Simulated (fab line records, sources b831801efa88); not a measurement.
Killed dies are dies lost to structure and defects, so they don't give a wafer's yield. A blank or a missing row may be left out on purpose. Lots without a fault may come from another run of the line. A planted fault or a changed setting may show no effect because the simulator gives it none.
Chamber matching | flow sky130 | SKY_VIA4_ETCH_12 on rie_diel-04: 4 sister chambers
The step etches SiO2 in C4F8/O2/Ar, stops on TiN, target depth 580 nm. 8 wafers are shown with their chamber, then 7 later ones without.

WAFERS WITH THEIR CHAMBER
wafer  | chamber | oes_product_au (a.u.)
L662.4 | 2       | 0.927
L663.4 | 0       | 0.927
L663.6 | 1       | 0.928
L664.2 | 0       | 0.926
L664.3 | 1       | 0.929
L664.4 | 3       | 0.924
L668.1 | 3       | 0.921
L668.2 | 2       | 0.920

WAFERS WITHOUT THEIR CHAMBER
wafer  | oes_product_au (a.u.)
L668.4 | 0.926
L675.1 | 0.933
L675.4 | 0.921
L675.5 | 0.922
L679.1 | 0.926
L679.4 | 0.924
L679.6 | 0.926

WHICH CHAMBER EACH WENT THROUGH
wafer  | from the rows above               | in truth
L668.4 | can't be placed: 0 or 1 or 2 or 3 | 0
L675.1 | can't be placed: 1 or 0 or 2      | 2
L675.4 | can't be placed: 3 or 2 or 0      | 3
L675.5 | can't be placed: 3 or 2 or 0      | 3
L679.1 | can't be placed: 0 or 1 or 2 or 3 | 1
L679.4 | can't be placed: 2 or 3 or 0 or 1 | 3
L679.6 | can't be placed: 0 or 1 or 2 or 3 | 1
Placed correctly: 0 of 7. Can't be placed from these rows: 7 (the true chamber is among the candidates in 7). Placed wrongly: 0.
How it was worked out, from the rows above alone: a wafer's distance from a chamber is the root of the sum, over the readings, of the square of ((its reading less the chamber's mean) divided by the reading's scatter). The wafer belongs to the nearest chamber; if the next one is less than 2 further off, it can't be placed. A chamber's mean is the mean of its shown wafers. The scatter: the root of (the sum of the squares of (reading less its chamber's mean) over the shown wafers, divided by (wafers less chambers)).
